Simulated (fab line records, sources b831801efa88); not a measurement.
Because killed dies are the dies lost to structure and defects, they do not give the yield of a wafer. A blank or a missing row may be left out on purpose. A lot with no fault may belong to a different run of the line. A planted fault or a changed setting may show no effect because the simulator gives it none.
Struck lot and sound lot, side by side | flow gf180mcu | 17 steps out of a route of 602
Sound: wafers L181.2, L181.4, L181.5. Struck: wafers L197.4, L197.6 (left out: L197.2, a lot-mate that was not struck); the cause follows at the end.
Per side, at each step with rows, come the tool, then ch with its chambers, and then its first start. Under that, the readings that differ: sound wafers | struck wafers | difference of the means | sigmas: that difference in standard deviations of wafers without a fault.
alike: readings whose means differ by less than 2 such deviations, and words and numbers that are the same on both sides. not compared: withheld readings, readings that some wafer has no value for, bounds like >300 that may hide the same value, and numbers for which the record gives no deviation and whose values overlap.
Wherever a step has rows on one side only, a row that says differs or no value, or a row with sigmas, the two part there. When numbers do not overlap yet have no deviation, they are printed without sigmas and do not part them. A reading missing from all wafers of one side parts the sides only when that side holds two or more wafers.

first, 4 steps without rows for these wafers: GF_M1_SOFTBAKE_10 (time 60 s); GF_M1_EXPOSE_11 (exposes mask Metal1, target cd 230 nm); GF_M1_PEB_12 (peb time 90 s); GF_M1_DEVELOP_13 (develop time 60 s).
GF_M1_CD_MEAS_14: target cd 230 nm.
  sound: cd sem-01 at day 17 16:10; struck: cd sem-01 at day 23 00:01
  alike: cd nm
GF_M1_OVL_MEAS_15:
  sound: overlay-02 at day 17 16:16; struck: overlay-02 at day 23 00:07
  alike: M1_OVL
GF_M1_METAL_ETCH_16: etches the open film in Cl2/BCl3, stops on SiO2, target depth 627.5 nm, time 104.6 s.
  sound on rie metal-03 ch 0,1, day 17 16:17; struck on rie metal-03 ch 0, day 23 00:09
  reading                | sound                | struck        | difference | sigmas
  oes product au (a.u.)  | 0.961 0.969 0.967    | 0.985 0.978   | +0.016     | +2
  throttle valve pct (%) | 28.256 28.250 28.264 | 28.236 28.235 | -0.021     | -2
  alike: drypump motor current A
  not compared: rf hours counter h
GF_M1_STRIP_17: strips in O2/N2.
  sound on plasma asher-01 ch 0,1, day 17 16:24; struck on plasma asher-04 ch 0, day 23 00:16
  alike: drypump motor current A, heater power w, oes product au, strip time to endpoint s
  not compared: rf hours counter h
then, 3 steps without rows for these wafers: GF_M1_STRIP_18 (strips in post etch residue remover, time 1200 s); GF_M1_CLEAN_19 (cleans in DIW); GF_V1_CVD_00 (deposits SiO2, target thk 600 nm, time 100 s).
GF_V1_THK_MEAS_01:
  sound: film metro-03 at day 17 17:01; struck: film metro-04 at day 23 00:53
  alike: V1_CVD_00_THK
GF_V1_CVD_02: deposits SiO2 from TEOS, target thk 850 nm, time 94.851 s.
  sound on pecvd-01 ch 0,2, day 17 17:04; struck on pecvd-01 ch 0,1, day 23 00:56
  reading                             | sound             | struck      | difference | sigmas
  run length s (s)                    | 123.2 123.8 122.6 | 137.1 135.8 | +13.2      | +24
  model.SiO2_of_V1_CVD_02.thk nm (nm) | 858.1 867.1 863   | 985.5 1002  | +131.0     |
  alike: heater power w, susceptor temp C
GF_V1_THK_MEAS_03:
  sound: film metro-04 at day 17 17:09; struck: film metro-03 at day 23 01:01
  reading            | sound       | struck   | difference | sigmas
  V1_CVD_02_THK (nm) | 858 867 862 | 985 1003 | +132       | +11
GF_V1_CMP_04: polishes SiO2.
  sound on cmp-01 ch 1,2, day 17 17:12; struck on cmp-02 ch 1,3, day 23 01:10
  reading                | sound    | struck  | difference | sigmas
  time to endpoint s (s) | 87 89 87 | 131 134 | +45        | +7
  alike: motor current A, platen rpm, slurry filter dp kPa
GF_V1_BOW_MEAS_05:
  sound: film metro-04 at day 17 17:31; struck: film metro-04 at day 23 01:23
  alike: V1_BOW
-- the record jumps here: 10 days lie between the struck wafers' starts before and after (it left off in module V1 and takes up again in module PASSIVATION, whose first step shown is number 602 of the route) --
GF_PASSIVATION_PROBE_99:
  the record has rows for the struck wafers here (prober-01, day 33 10:05) and none for the sound ones

## WHERE THEY PART
First at GF_M1_METAL_ETCH_16; last, within this record, at GF_PASSIVATION_PROBE_99.

WHY: what had been put in by the simulator
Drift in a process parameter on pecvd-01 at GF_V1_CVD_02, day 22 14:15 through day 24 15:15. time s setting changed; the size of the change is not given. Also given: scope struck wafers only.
